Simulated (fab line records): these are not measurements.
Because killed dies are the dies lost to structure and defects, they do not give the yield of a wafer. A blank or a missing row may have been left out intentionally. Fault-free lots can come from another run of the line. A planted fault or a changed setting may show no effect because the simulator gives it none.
fab line records	flow sky130
record: lots: 6	wafers: 18	lastDay: 49
route steps=708 shown RES_PROTECT@214 POLY_GATE@217 PAD_OPEN@708
lots that met no fault: taken from a fault-free run of the same line
startH: hours from the record's opening day to when the first of the lot's shown wafers began	waitH: how many hours have passed since the lot's step before this one	" unchanged from the row above	L1.1+2: a row that stands for several wafers	- value missing, or start not given	* or withheld: withheld	< > ~ a bound
route shown NAME@n: NAME is a module with steps in the file, n the number in the route of the first one	usual: mean/standard deviation of fault-free wafers	same: alike in all rows	chamber/n: place in a boat	sites: the reading at each site	_std_site: standard deviation across them	_edge_site: mean of outer sites minus mean of inner sites	radiusMm: how far each site lies from the wafer's centre	mask NAME#n: copy n	behind: the tool/chamber that last shaped the wafer	hold: what put the lot on hold/how long, in hours/how the hold closed	device: the transistor (n, p or np) that didn't switch	end of line: at the end of the route, the tests of the same wafers	step lacking rows: just its recipe	killed: not the wafer's yield, but the dies lost to structure and defects at the first sort	map: a wafer's dies, x killed, . not, _ none there
set.NAME: the setting the step ran with; set.NAME@STEP: the setting that earlier step ran with	model.NAME: the simulator's own value behind a step, which no gauge read
lots at selected steps of the route; one table per step, one row per wafer
services: a tool's chamber out of use, with start hour (startH, from the record's first day; less than 0 if before it), hours out, and reason
== steps ==
step: SKY_RES_PROTECT_STRIP_07
recipe: chemistry: O2/N2	powerW: 1400	pressureMtorr: 1500	platenTempC: withheld	o2FlowSccm: 3000	n2FlowSccm: 300	overashFraction: 0.5
usual: drypumpMotorCurrentA: 5.68/0.23	o2FlowSccm: 2999/8.1	oesProductAu: 0.520/0.0044	stripTimeToEndpointS: 23.15/0.035
same: overashFraction: 0.5
lot.wafer	tool	chamber	startH	waitH	drypumpMotorCurrentA	o2FlowSccm	oesProductAu	rfHoursCounterH	stripTimeToEndpointS
L611.2	plasmaAsher-04	0	340.06	0.1	5.82	2999	0.522	22	23.15
L611.5	"	0	"	"	5.84	3004	0.515	-	23.12
L611.6	"	1	"	"	5.54	3000	0.519	-	23.12
L615.1	plasmaAsher-03	0	368.31	0.1	5.67	2994	0.525	50	23.14
L615.5	"	1	"	"	5.64	3003	0.525	-	23.19
L615.6	"	0	"	"	5.69	2990	0.524	-	23.17
L626.1	plasmaAsher-03	1	471.46	0.1	5.73	2998	0.518	60	23.23
L626.4	"	0	"	"	5.68	3015	0.522	-	23.21
L626.6	"	0	"	"	5.67	3004	0.525	-	23.20
L627.1	plasmaAsher-04	1	481.51	0.1	5.52	2997	0.524	35	23.13
L627.2	"	0	"	"	5.82	3012	0.515	35	23.14
L627.4	"	1	"	"	5.52	2993	0.521	-	23.16
L628.2	plasmaAsher-04	1	490.14	0.1	5.50	2995	0.524	36	23.15
L628.4	"	1	"	"	5.53	3004	0.525	-	23.12
L628.5	"	1	"	"	5.50	2999	0.518	-	23.15
L632.1	plasmaAsher-04	1	524.11	0.1	5.56	3002	0.524	40	23.12
L632.3	"	1	"	"	5.56	2999	0.520	-	23.13
L632.4	"	0	"	"	5.86	3003	0.523	-	23.14
step: SKY_RES_PROTECT_TW_MEAS_08
usual: POLY_GATE_TW: 4064/37
lot.wafer	tool	chamber	startH	waitH	POLY_GATE_TW
L611.2	filmMetro-04	-	340.17	0.1	4139
L611.5	"	-	"	"	4126
L611.6	"	-	"	"	4109
L615.1	filmMetro-04	-	368.41	0.1	4105
L615.5	"	-	"	"	4107
L615.6	"	-	"	"	4111
L626.1	filmMetro-01	-	471.56	0.1	4067
L626.4	"	-	"	"	4068
L626.6	"	-	"	"	4058
L627.1	filmMetro-03	-	481.61	0.1	4019
L627.2	"	-	"	"	4006
L627.4	"	-	"	"	4013
L628.2	filmMetro-01	-	490.25	0.1	4072
L628.4	"	-	"	"	4067
L628.5	"	-	"	"	4062
L632.1	filmMetro-04	-	524.21	0.1	4108
L632.3	"	-	"	"	4116
L632.4	"	-	"	"	4109
step: SKY_RES_PROTECT_CLEAN_09
recipe: chemistry: SC1/SC2	mix: 1:4:20	tempC: 70	timeS: 150	dry: n2Spin
step: SKY_POLY_GATE_CVD_03
recipe: material: Si3N4	precursor: DCS/NH3	targetThkNm: 75	tempC: 770	timeS: 1290	pressureMtorr: 250
step: SKY_POLY_GATE_THK_MEAS_04
recipe: reads: Si3N4_of_POLY_GATE_CVD_03
usual: POLY_GATE_CVD_03_THK: 75.0/0.96
lot.wafer	tool	chamber	startH	waitH	POLY_GATE_CVD_03_THK[nm]
L611.2	filmMetro-03	-	341.74	0.0	75.5
L611.5	"	-	"	"	75.4
L611.6	"	-	"	"	74.9
L615.1	filmMetro-03	-	369.89	0.0	75.8
L615.5	"	-	"	"	75.8
L615.6	"	-	"	"	75.8
L626.1	filmMetro-03	-	473.03	0.0	74.9
L626.4	"	-	"	"	73.9
L626.6	"	-	"	"	74.5
L627.1	filmMetro-04	-	483.08	0.0	74.4
L627.2	"	-	"	"	74.6
L627.4	"	-	"	"	74.0
L628.2	filmMetro-03	-	491.95	0.0	75.0
L628.4	"	-	"	"	74.6
L628.5	"	-	"	"	75.1
L632.1	filmMetro-02	-	525.68	0.0	74.9
L632.3	"	-	"	"	75.1
L632.4	"	-	"	"	74.6
step: SKY_POLY_GATE_DEHYDRATE_05
recipe: tempC: 200	timeS: 60
step: SKY_POLY_GATE_HMDS_06
recipe: primeTimeS: 60	primeTempC: 120
step: SKY_POLY_GATE_COAT_07
recipe: resist: BARC	tempC: withheld	timeS: withheld	spinRpm: 3000	resistThkNm: 110
step: SKY_POLY_GATE_COAT_08
recipe: resist: KrF-thick	spinRpm: 3000	resistThkNm: 450
step: SKY_POLY_GATE_SOFTBAKE_09
recipe: tempC: 100	timeS: 90	resist: KrF-thick
step: SKY_POLY_GATE_EXPOSE_10
recipe: maskId: P1M	na: 0.68	sourceShape: conventional	sigmaOuter: 0.6	targetCdNm: 150	doseMj: 28
step: SKY_POLY_GATE_PEB_11
recipe: pebTempC: withheld	pebTimeS: withheld	resist: KrF-thick
step: SKY_POLY_GATE_DEVELOP_12
recipe: developTimeS: 60	resist: KrF-thick	devTempC: 21
lot.wafer	tool	chamber	startH	waitH
L611.2+5+6	lithoTrack-02	0	370	-
L615.1+5+6	lithoTrack-02	0	397	-
L626.1+4+6	lithoTrack-02	0	503	-
L627.1+2+4	lithoTrack-02	0	513	-
L628.2+4+5	lithoTrack-04	0	522	-
L632.1+3+4	lithoTrack-01	0	554	-
step: SKY_POLY_GATE_CD_MEAS_13
recipe: targetCdNm: 150
usual: cdNm: 149.7/1.5
lot.wafer	tool	chamber	startH	waitH	cdNm
L611.2	cdSem-01	-	370.49	-	151.9
L611.5	"	-	"	"	151.8
L611.6	"	-	"	"	152.4
L615.1	cdSem-01	-	398.02	-	150.5
L615.5	"	-	"	"	149.9
L615.6	"	-	"	"	150.1
L626.1	cdSem-01	-	503.57	-	143.6
L626.4	"	-	"	"	143.9
L626.6	"	-	"	"	144.3
L627.1	cdSem-02	-	513.52	-	142.4
L627.2	"	-	"	"	141.6
L627.4	"	-	"	"	141.8
L628.2	cdSem-02	-	522.38	-	147.1
L628.4	"	-	"	"	147.1
L628.5	"	-	"	"	147.2
L632.1	cdSem-02	-	554.62	-	150.7
L632.3	"	-	"	"	149.8
L632.4	"	-	"	"	149.9
step: SKY_POLY_GATE_OVL_MEAS_14
usual: POLY_GATE_OVL: -4/5.3
lot.wafer	tool	chamber	startH	waitH	POLY_GATE_OVL[nm]
L611.2	overlay-01	-	370.60	0.1	2
L611.5	"	-	"	"	2
L611.6	"	-	"	"	3
L615.1	overlay-01	-	398.14	0.1	-4
L615.5	"	-	"	"	-11
L615.6	"	-	"	"	-15
L626.1	overlay-02	-	503.69	0.1	5
L626.4	"	-	"	"	2
L626.6	"	-	"	"	3
L627.1	overlay-01	-	513.64	0.1	-8
L627.2	"	-	"	"	-7
L627.4	"	-	"	"	-6
L628.2	overlay-02	-	522.49	0.1	-4
L628.4	"	-	"	"	-4
L628.5	"	-	"	"	-8
L632.1	overlay-01	-	554.74	0.1	-6
L632.3	"	-	"	"	6
L632.4	"	-	"	"	-8
step: SKY_POLY_GATE_ETCH_15
recipe: chemistry: N2/H2	target: BARC	ionEnergyEv: 200	sourceW: 500	biasW: 100	pressureMtorr: 30	n2FlowSccm: 100	h2FlowSccm: 200	stopOn: SiO2	timeS: 118.5	targetDepthA: 1100
usual: drypumpMotorCurrentA: 5.7/0.55	oesProductAu: 0.716/0.0049	throttleValvePct: 13.213/0.0086
lot.wafer	tool	chamber	startH	waitH	drypumpMotorCurrentA	oesProductAu	rfHoursCounterH	throttleValvePct	model.POLY_GATE.cdNm
L611.2	rieDiel-02	2	370.63	0.0	5.9	0.724	48	13.208	151.2
L611.5	"	0	"	"	5.5	0.708	-	13.207	151.7
L611.6	"	1	"	"	6.7	0.721	-	13.214	151.4
L615.1	rieDiel-03	1	398.18	0.0	6.5	0.711	92	13.215	151.1
L615.5	"	3	"	"	5.8	0.712	-	13.212	150.5
L615.6	"	0	"	"	5.0	0.713	-	13.223	150.8
L626.1	rieDiel-03	3	503.73	0.0	5.8	0.706	58	13.218	144.7
L626.4	"	2	"	"	5.4	0.716	-	13.226	142.5
L626.6	"	2	"	"	5.4	0.718	-	13.209	144.3
L627.1	rieDiel-04	1	513.68	0.0	5.9	0.713	2	13.210	143.7
L627.2	"	2	"	"	4.8	0.709	8	13.206	140.3
L627.4	"	0	"	"	5.5	0.712	1	13.216	141.3
L628.2	rieDiel-03	3	522.52	0.0	5.9	0.719	59	13.227	147.9
L628.4	"	1	"	"	6.5	0.720	-	13.207	148
L628.5	"	3	"	"	5.9	0.709	-	13.215	147.2
L632.1	rieDiel-04	0	554.77	0.0	5.5	0.724	2	13.225	149.8
L632.3	"	3	"	"	5.1	0.717	61	13.225	150.6
L632.4	"	1	"	"	5.9	0.718	2	13.203	150
step: SKY_POLY_GATE_ETCH_16
recipe: stopOn: poly-Si	chemistry: CH3F/O2	target: Si3N4	sourceW: 400	biasW: 80	pressureMtorr: 25	ch3fFlowSccm: 40	O2_flow_sccm: 30	timeS: 147.5	targetDepthA: 750
usual: drypumpMotorCurrentA: 5.7/0.55	oesProductAu: 0.641/0.0052	throttleValvePct: 10.534/0.0095
lot.wafer	tool	chamber	startH	waitH	drypumpMotorCurrentA	oesProductAu	rfHoursCounterH	throttleValvePct
L611.2	rieDiel-02	2	370.71	0.0	5.9	0.649	48	10.515
L611.5	"	0	"	"	5.4	0.638	-	10.521
L611.6	"	1	"	"	6.7	0.645	-	10.523
L615.1	rieDiel-03	1	398.26	0.0	6.5	0.640	92	10.529
L615.5	"	3	"	"	5.8	0.639	-	10.537
L615.6	"	0	"	"	5.0	0.646	-	10.523
L626.1	rieDiel-03	3	503.85	0.1	5.9	0.644	58	10.537
L626.4	"	2	"	"	5.4	0.629	-	10.530
L626.6	"	2	"	"	5.4	0.638	-	10.553
L627.1	rieDiel-04	1	513.76	0.0	5.8	0.642	2	10.537
L627.2	"	2	"	"	4.9	0.639	8	10.531
L627.4	"	0	"	"	5.5	0.634	1	10.546
L628.2	rieDiel-03	3	522.60	0.0	5.9	0.643	59	10.532
L628.4	"	1	"	"	6.5	0.640	-	10.529
L628.5	"	3	"	"	5.9	0.639	-	10.536
L632.1	rieDiel-04	0	554.86	0.0	5.5	0.644	2	10.539
L632.3	"	3	"	"	5.1	0.645	61	10.549
L632.4	"	1	"	"	5.9	0.637	2	10.523
step: SKY_POLY_GATE_ETCH_17
recipe: targetDepthNm: 180	stopOn: SiO2	overEtchFrac: 0.56667	chemistry: HBr/Cl2	target: poly-Si	icpW: 413.3	biasW: 100	pressureMtorr: 10	HBr_flow_sccm: 150	Cl2_flow_sccm: 50	timeS: 70.5
usual: drypumpMotorCurrentA: 5.66/0.28	oesProductAu: 0.991/0.0067	throttleValvePct: 33.684/0.0088
lot.wafer	tool	chamber	startH	waitH	drypumpMotorCurrentA	oesProductAu	rfHoursCounterH	throttleValvePct	model.POLY_GATE.cdNm
L611.2	rieSi-01	1	370.81	0.0	5.75	0.991	2	33.681	150.9
L611.5	"	2	"	"	6.18	0.987	-	33.700	151
L611.6	"	3	"	"	5.78	0.987	-	33.686	152.1
L615.1	rieSi-01	2	398.36	0.0	6.13	0.989	2	33.682	150.7
L615.5	"	1	"	"	5.76	0.991	-	33.704	149.4
L615.6	"	0	"	"	5.68	0.983	-	33.683	150.3
L626.1	rieSi-02	0	504.00	0.1	5.29	0.992	2	33.675	143.8
L626.4	"	1	"	"	5.19	0.996	1	33.671	142.4
L626.6	"	3	"	"	5.78	0.987	-	33.679	144.7
L627.1	rieSi-01	3	513.86	0.0	5.78	0.985	7	33.694	143.8
L627.2	"	2	"	"	6.08	1.003	3	33.689	139.6
L627.4	"	1	"	"	5.76	0.989	3	33.668	141.7
L628.2	rieSi-02	0	522.70	0.0	5.33	1.000	2	33.680	148.1
L628.4	"	1	"	"	5.16	0.998	1	33.695	148.1
L628.5	"	1	"	"	5.16	0.990	-	33.673	147.3
L632.1	rieSi-02	2	554.96	0.0	5.46	0.990	0	33.684	150.1
L632.3	"	1	"	"	5.17	0.998	1	33.685	151.8
L632.4	"	0	"	"	5.28	0.986	2	33.686	149.5
step: SKY_POLY_GATE_STRIP_18
recipe: chemistry: O2/N2	powerW: 1400	pressureMtorr: 1500	platenTempC: withheld	o2FlowSccm: 3000	n2FlowSccm: 300	overashFraction: 0.5
usual: drypumpMotorCurrentA: 5.9/0.41	o2FlowSccm: 3000/8.7	oesProductAu: 0.360/0.0051	stripTimeToEndpointS: 3.154/0.027
same: overashFraction: 0.5
lot.wafer	tool	chamber	startH	waitH	drypumpMotorCurrentA	o2FlowSccm	oesProductAu	rfHoursCounterH	stripTimeToEndpointS
L611.2	plasmaAsher-03	0	370.87	0.0	5.7	2999	0.355	50	3.217
L611.5	"	0	"	"	5.7	2987	0.354	-	3.177
L611.6	"	1	"	"	5.7	2995	0.361	-	3.133
L615.1	plasmaAsher-02	0	398.42	0.0	5.2	3009	0.353	74	3.134
L615.5	"	1	"	"	6.1	3004	0.361	-	3.159
L615.6	"	0	"	"	5.2	3009	0.365	-	3.149
L626.1	plasmaAsher-01	0	504.06	0.0	6.5	2997	0.361	7	3.182
L626.4	"	0	"	"	6.5	2986	0.352	-	3.116
L626.6	"	1	"	"	6.0	2993	0.365	-	3.156
L627.1	plasmaAsher-02	1	513.92	0.0	6.1	2990	0.360	86	3.144
L627.2	"	0	"	"	5.2	2985	0.352	86	3.135
L627.4	"	1	"	"	6.1	3011	0.357	-	3.098
L628.2	plasmaAsher-02	0	522.75	0.0	5.3	3012	0.363	86	3.154
L628.4	"	0	"	"	5.2	3002	0.360	-	3.142
L628.5	"	1	"	"	6.1	3010	0.360	-	3.143
L632.1	plasmaAsher-03	1	555.01	0.0	5.7	2997	0.366	68	3.166
L632.3	"	0	"	"	5.7	2998	0.361	-	3.113
L632.4	"	1	"	"	5.7	2997	0.355	-	3.173
step: SKY_PAD_OPEN_PROBE_99
usual: killed_at_M0_to_M3: 44/7.5	killed_at_M4_up: 3.1/1.7	killedAtContacts: 24/6.2	killedAtFrontEnd: 15/4.2	killedAtOther: 0.4/0.58	killedDies: 85/10	killedOpen: 47/7.7	killedShort: 38/6.4
same: grossDies: 492	killedAtBackSide: 0
lot.wafer	tool	chamber	startH	waitH	killed_at_M0_to_M3	killed_at_M4_up	killedAtContacts	killedAtFrontEnd	killedAtOther	killedDies	killedOpen	killedShort	model.etest.pfet_01v8.rOnOhmUm	model.etest.resPoly.lineOhmUm	model.etest.nfet_01v8.rOnOhmUm	model.etest.sonosUncharged.rOnOhmUm	model.etest.pfet_01v8.driveUaUm	model.etest.sramPfetLatch.driveUaUm	model.etest.pfet_01v8_hvt.driveUaUm	model.etest.resXhighPo.widthNm
L611.2	prober-01	-	1073.04	0.1	46	2	20	21	0	89	55	33	2838	508.8	835.7	801.6	198.2	152.6	147.6	349.6
L611.5	prober-01	-	1073.19	0.2	51	1	26	17	0	95	51	40	2812	516.7	819.3	806.1	202.7	143.7	149.1	350.8
L611.6	prober-01	-	1073.24	0.2	47	3	12	14	0	76	47	25	2837	513.9	851.8	810.1	200.7	145.2	147.3	350.6
L615.1	prober-01	-	1095.54	0.1	61	2	16	13	1	93	38	55	2917	514.1	846	803.9	193.3	140.9	141.2	348.6
L615.5	prober-01	-	1095.74	0.2	54	4	16	16	0	90	56	34	2898	536.4	846.8	789.1	191.1	138.5	142.8	347.7
L615.6	prober-01	-	1095.79	0.2	50	8	30	21	0	109	64	45	2945	517.4	847.7	793.4	188.1	136	139	349.9
L626.1	prober-02	-	1166.18	0.1	52	5	21	15	0	93	48	45	2863	554.5	802.6	789.8	193.9	148.3	141.8	343.6
L626.4	prober-02	-	1166.33	0.2	53	5	22	19	0	99	55	44	2774	565.6	792.6	779.8	202.7	152.1	149.6	341.4
L626.6	prober-02	-	1166.43	0.2	58	4	42	15	0	119	74	45	2822	539.1	813.3	803.4	197.2	142.6	145.5	345.3
L627.1	prober-01	-	1167.59	0.1	46	5	18	10	0	79	44	35	2711	541.8	785.5	788.6	210.5	154.6	155.8	344.2
L627.2	prober-01	-	1167.64	0.1	59	0	17	9	0	85	38	47	2684	589.8	782.5	791.5	212.9	156.9	158.4	339.6
L627.4	prober-01	-	1167.74	0.2	34	4	28	17	0	83	46	37	2675	561.4	790	776.8	213.7	155.7	156.7	341.7
L628.2	prober-02	-	1171.75	0.1	43	2	27	15	0	87	42	45	2852	519.7	840.2	793.9	195.7	146.8	145.7	350.6
L628.4	prober-02	-	1171.85	0.2	51	3	27	16	1	98	57	41	2869	508	818.2	799.5	196	144.4	142.4	346.1
L628.5	prober-02	-	1171.90	0.2	42	2	34	21	1	100	59	41	2807	517.9	820.6	797.1	198.4	150	147.9	347.5
L632.1	prober-02	-	1187.33	0.1	38	6	21	16	1	82	42	40	2842	513.6	840.2	812.5	199.7	143	146.3	348.1
L632.3	prober-02	-	1187.43	0.2	34	4	21	11	1	71	34	37	2798	507.6	830	798.1	201.2	148	149.5	350.9
L632.4	prober-02	-	1187.48	0.2	39	1	19	16	0	75	34	41	2752	515	823.5	802.1	203.9	154.5	152.2	347.5
killed by level:class
L611.2 VIA1:geometricParticle:open=15 FIELD_ISO:geometricParticle:open=7 VIA3:geometricParticle:open=7 METAL1:geometricParticle:short=6 LI_CONTACT:geometricParticle:open=6 POLY_GATE:geometricParticle:open=5 CONTACT:geometricParticle:open=5 VIA3:geometricParticle:short=5
L611.5 CONTACT:geometricParticle:open=13 VIA3:geometricParticle:open=8 VIA1:geometricParticle:open=7 VIA2:geometricParticle:open=7 FIELD_ISO:geometricParticle:short=6 METAL1:geometricParticle:short=6 METAL2:geometricParticle:short=6 FIELD_ISO:geometricParticle:open=5
L611.6 VIA1:geometricParticle:open=16 VIA2:geometricParticle:open=8 VIA3:geometricParticle:short=6 FIELD_ISO:geometricParticle:open=4 LI_CONTACT:geometricParticle:open=4 VIA3:geometricParticle:open=4 CONTACT:geometricParticle:open=3 METAL1:geometricParticle:open=3
L615.1 VIA1:geometricParticle:open=14 METAL1:geometricParticle:short=10 METAL2:geometricParticle:short=8 VIA1:geometricParticle:short=8 VIA3:geometricParticle:short=7 POLY_GATE:geometricParticle:short=6 LI_CONTACT:geometricParticle:short=5 VIA2:geometricParticle:open=5
L615.5 VIA1:geometricParticle:open=17 VIA1:geometricParticle:short=9 CONTACT:geometricParticle:open=8 VIA2:geometricParticle:open=8 POLY_GATE:geometricParticle:short=5 POLY_GATE:geometricParticle:open=5 METAL1:geometricParticle:short=4 METAL2:geometricParticle:short=4
L615.6 VIA1:geometricParticle:open=16 CONTACT:geometricParticle:open=9 LI_CONTACT:geometricParticle:open=8 VIA3:geometricParticle:open=8 CONTACT:geometricParticle:short=7 METAL2:geometricParticle:short=6 POLY_GATE:geometricParticle:short=6 VIA2:geometricParticle:open=6
L626.1 VIA1:geometricParticle:open=10 VIA2:geometricParticle:open=9 VIA3:geometricParticle:open=8 METAL2:geometricParticle:short=7 FIELD_ISO:geometricParticle:short=5 CONTACT:geometricParticle:short=5 CONTACT:geometricParticle:open=5 METAL1:geometricParticle:short=5
L626.4 VIA1:geometricParticle:open=15 LI_CONTACT:geometricParticle:open=10 METAL2:geometricParticle:short=9 CONTACT:geometricParticle:short=7 FIELD_ISO:geometricParticle:short=6 VIA2:geometricParticle:open=6 VIA3:geometricParticle:open=6 METAL1:geometricParticle:short=5
L626.6 CONTACT:geometricParticle:open=16 VIA1:geometricParticle:open=12 LI_CONTACT:geometricParticle:open=11 VIA2:geometricParticle:open=11 VIA3:geometricParticle:open=9 CONTACT:geometricParticle:short=6 VIA3:geometricParticle:short=6 FIELD_ISO:geometricParticle:open=5
L627.1 VIA1:geometricParticle:open=10 VIA3:geometricParticle:open=9 CONTACT:geometricParticle:open=8 METAL2:geometricParticle:short=7 VIA2:geometricParticle:open=5 METAL4:geometricParticle:short=5 LI_CONTACT:geometricParticle:open=4 CONTACT:geometricParticle:short=4
L627.2 VIA1:geometricParticle:open=9 CONTACT:geometricParticle:open=8 VIA1:geometricParticle:short=8 METAL1:geometricParticle:short=7 VIA2:geometricParticle:open=7 CONTACT:geometricParticle:short=6 METAL2:geometricParticle:short=6 METAL3:geometricParticle:short=6
L627.4 CONTACT:geometricParticle:open=13 VIA1:geometricParticle:open=10 METAL2:geometricParticle:short=8 POLY_GATE:geometricParticle:open=5 LOCAL_INTERCONNECT:geometricParticle:short=5 FIELD_ISO:geometricParticle:short=4 VIA2:geometricParticle:open=4 POLY_GATE:geometricParticle:short=3
L628.2 CONTACT:geometricParticle:open=10 VIA1:geometricParticle:open=7 LOCAL_INTERCONNECT:geometricParticle:short=6 VIA3:geometricParticle:short=6 METAL2:geometricParticle:short=6 FIELD_ISO:geometricParticle:short=5 POLY_GATE:geometricParticle:open=4 LI_CONTACT:geometricParticle:short=4
L628.4 CONTACT:geometricParticle:open=11 VIA2:geometricParticle:open=11 VIA1:geometricParticle:open=10 METAL1:geometricParticle:short=9 VIA3:geometricParticle:open=8 LI_CONTACT:geometricParticle:open=6 POLY_GATE:geometricParticle:short=5 CONTACT:geometricParticle:short=5
L628.5 CONTACT:geometricParticle:open=17 VIA3:geometricParticle:open=9 LI_CONTACT:geometricParticle:open=8 VIA1:geometricParticle:open=8 FIELD_ISO:geometricParticle:open=6 FIELD_ISO:geometricParticle:short=6 METAL2:geometricParticle:short=6 VIA3:geometricParticle:short=6
L632.1 VIA1:geometricParticle:open=11 CONTACT:geometricParticle:open=8 FIELD_ISO:geometricParticle:open=6 METAL1:geometricParticle:short=5 VIA1:geometricParticle:short=5 METAL3:geometricParticle:short=5 FIELD_ISO:geometricParticle:short=4 LI_CONTACT:geometricParticle:open=4
L632.3 VIA1:geometricParticle:open=9 VIA3:geometricParticle:open=8 LI_CONTACT:geometricParticle:open=7 CONTACT:geometricParticle:short=6 METAL2:geometricParticle:short=5 METAL3:geometricParticle:short=4 FIELD_ISO:geometricParticle:short=3 VIA1:geometricParticle:short=3
L632.4 CONTACT:geometricParticle:open=10 METAL2:geometricParticle:short=7 VIA1:geometricParticle:open=7 VIA1:geometricParticle:short=7 POLY_GATE:geometricParticle:short=6 METAL1:geometricParticle:short=6 LI_CONTACT:geometricParticle:open=5 VIA3:geometricParticle:open=5
== services ==
tool	chamber	startH	hours	kind
rieDiel-02	1	316.51	8.9	repair
rieDiel-04	-	318.08	2.8	pm
rieDiel-04	2	339.34	1.6	repair
rieDiel-04	2	356.78	43.3	repair
rieDiel-02	3	365.76	1.8	repair
rieSi-01	-	381.62	0.2	repair
rieSi-01	3	384.36	0.9	repair
plasmaAsher-03	-	384.59	0.4	repair
rieSi-01	0	417.30	7.6	repair
plasmaAsher-01	-	421.25	9.0	pm
rieSi-01	0	435.57	7.5	repair
rieSi-01	-	442.97	14.6	pm
rieDiel-04	-	453.11	14.6	pm
plasmaAsher-04	-	453.98	2.1	repair
rieSi-01	-	460.31	0.2	repair
plasmaAsher-03	-	474.05	2.6	repair
rieDiel-03	1	493.02	-	clean
rieDiel-03	1	493.02	16.1	scheduledDown
rieDiel-03	1	493.02	16.1	ventCycle
rieDiel-03	0	500.90	9.4	repair
plasmaAsher-01	-	519.50	24.5	repair
rieDiel-04	-	527.17	4.3	pm
plasmaAsher-01	-	543.53	1.4	repair
rieDiel-03	1	548.08	43.1	repair
== key ==
firstSign: step: SKY_POLY_GATE_CD_MEAS_13	reading: cdNm	direction: down	sigmas: 4.5	usual: 149.7	struck: 142.9
effect none on later readings
modelEffect: step: SKY_POLY_GATE_ETCH_15	value: POLY_GATE.cdNm	without: 150.5	struck: 142.8
modelEffect: step: SKY_POLY_GATE_ETCH_17	value: POLY_GATE.cdNm	without: 150.3	struck: 142.7
modelEffect: step: SKY_PAD_OPEN_PROBE_99	value: etest.pfet_01v8.rOnOhmUm	without: 2865	struck: 2755
metAt SKY_POLY_GATE_DEVELOP_12
struckWafers L626.1,L626.4,L626.6,L627.1,L627.2,L627.4
testerLeftOut L626,L627
onsetBetween 397 503
fault: kind: processParameterDrift	tool: lithoTrack-02	chamber: -	onsetH: 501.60	steps: SKY_POLY_GATE_DEVELOP_12	channel: developTimeS	offset: *	shape: step	endH: 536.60	actsIn: *	stated: *
testerLeftOut: of these lots the tester's yield and bins aren't shown, on N5 and GAA mostly nor the transistor test; their killed dies are dies lost to structure and defects alone, not to doping, threshold or leakage, so they don't give the yield
